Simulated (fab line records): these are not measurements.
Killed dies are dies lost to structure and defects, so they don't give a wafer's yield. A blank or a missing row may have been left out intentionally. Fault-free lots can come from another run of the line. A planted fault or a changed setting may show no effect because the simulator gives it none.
Comparing a struck lot with a sound one | flow sky130 | 17 steps out of a route of 708
Sound: the wafers L794.4, L794.5, L794.6. Wafers struck: L791.2, L791.5, L791.6. The cause is given at the end.
For every step that has rows: the tool of each side, followed by ch and its chambers, followed by its first start. Under that, the readings that differ: sound wafers | struck wafers | difference of the means | sigmas: that difference in standard deviations of wafers without a fault.
alike: same words and numbers on both sides, and readings whose means sit less than 2 such deviations apart. not compared: any withheld reading, any reading some wafer has no value for, any bound like >300 that may hide the same value, and any number with overlapping values for which the record gives no deviation.
A row with sigmas, a row that says differs or no value, or rows on one side alone: a step with any of these is where the two part. Numbers that don't overlap but have no deviation are shown without sigmas and don't part them. Lack of a reading on every wafer of one side parts them only where that side has two or more wafers.

SKY_VT_ADJUST_HVTP_OVL_MEAS_08:
  sound on overlay-02, day 10 06:25; struck on overlay-01, day 9 15:54
  alike: VT_ADJUST_HVTP_OVL
then, 1 step without rows for these wafers: SKY_VT_ADJUST_HVTP_IMPLANT_09.
SKY_VT_ADJUST_HVTP_STRIP_10: strips in O2/N2.
  sound on plasmaAsher-01 ch 0,1, day 10 06:37; struck on plasmaAsher-02 ch 0,1, day 9 16:05
  alike: drypumpMotorCurrentA, oesProductAu, stripTimeToEndpointS
  not compared: rfHoursCounterH
SKY_VT_ADJUST_HVTP_TW_MEAS_11:
  sound on filmMetro-02, day 10 06:43; struck on filmMetro-04, day 9 16:11
reading           | sound          | struck         | difference | sigmas
VT_ADJUST_HVTP_TW | 1344 1343 1340 | 1372 1365 1362 | +24        | +2
then, 7 steps without rows for these wafers: SKY_VT_ADJUST_LVTN_DEHYDRATE_00 (time 60 s); SKY_VT_ADJUST_LVTN_HMDS_01 (prime time 60 s); SKY_VT_ADJUST_LVTN_COAT_02 (resist thk 3000 nm); SKY_VT_ADJUST_LVTN_SOFTBAKE_03; SKY_VT_ADJUST_LVTN_EXPOSE_04 (exposes mask NWM COMPLEMENT LESS NATIVE, target cd 840 nm); SKY_VT_ADJUST_LVTN_PEB_05; SKY_VT_ADJUST_LVTN_DEVELOP_06 (develop time 60 s).
SKY_VT_ADJUST_LVTN_OVL_MEAS_07:
  sound on overlay-02, day 11 06:02; struck on overlay-02, day 10 14:44
  alike: VT_ADJUST_LVTN_OVL
SKY_VT_ADJUST_LVTN_IMPLANT_08:
  sound on implanter-01 ch 0, day 11 06:08; struck on implanter-03 ch 0, day 10 14:47
reading          | sound                           | struck                           | difference  | sigmas
doseIonsCm2      | 1.5705e+12 1.574e+12 1.5735e+12 | 1.1033e+12 1.1043e+12 1.1032e+12 | -4.6907e+11 | -99 or more
faradayCurrentUA | 9.03 9.20 8.85                  | 5.88 6.37 6.23                   | -2.87       | -16
SKY_VT_ADJUST_LVTN_STRIP_09: strips in O2/N2.
  sound on plasmaAsher-03 ch 0,1, day 11 06:15; struck on plasmaAsher-02 ch 0,1, day 10 14:55
  alike: drypumpMotorCurrentA, oesProductAu, stripTimeToEndpointS
  not compared: rfHoursCounterH
SKY_VT_ADJUST_LVTN_TW_MEAS_10:
  sound on filmMetro-03, day 11 06:20; struck on filmMetro-04, day 10 15:01
reading           | sound             | struck            | difference | sigmas
VT_ADJUST_LVTN_TW | 240.0 240.8 240.0 | 219.9 220.0 220.3 | -20.2      | -13
then, 1 step without rows for these wafers: SKY_VT_ADJUST_LVTN_DEHYDRATE_11 (time 60 s).
-- the record jumps here: 39 days lie between the struck wafers' starts before and after (it left off in module VT_ADJUST_LVTN and takes up again in module PAD_OPEN, whose first step shown is number 708 of the route) --
SKY_PAD_OPEN_PROBE_99:
  sound on prober-01, day 49 20:32; struck on prober-02, day 49 15:07
reading                                 | sound                | struck               | difference | sigmas
model.etest.nfet_01v8_lvt.vtSatV (V)    | 0.5429 0.5316 0.534  | 0.504 0.5192 0.5088  | -0.025     | 
model.etest.nfet_01v8_lvt.bodyRiseV (V) | 0.1464 0.1454 0.1451 | 0.1391 0.1412 0.1397 | -0.0056    | 
  alike: killed_at_M0_to_M3, killed_at_M4_up, killedAtContacts, killedAtFrontEnd, killedAtOther, killedDies, killedOpen, killedShort

WHERE THEY PART
Last at SKY_VT_ADJUST_LVTN_TW_MEAS_10 as far as this record goes, first at SKY_VT_ADJUST_HVTP_TW_MEAS_11. Later steps at which nothing parts them and some readings are alike: SKY_PAD_OPEN_PROBE_99.

WHY: what had been put in by the simulator
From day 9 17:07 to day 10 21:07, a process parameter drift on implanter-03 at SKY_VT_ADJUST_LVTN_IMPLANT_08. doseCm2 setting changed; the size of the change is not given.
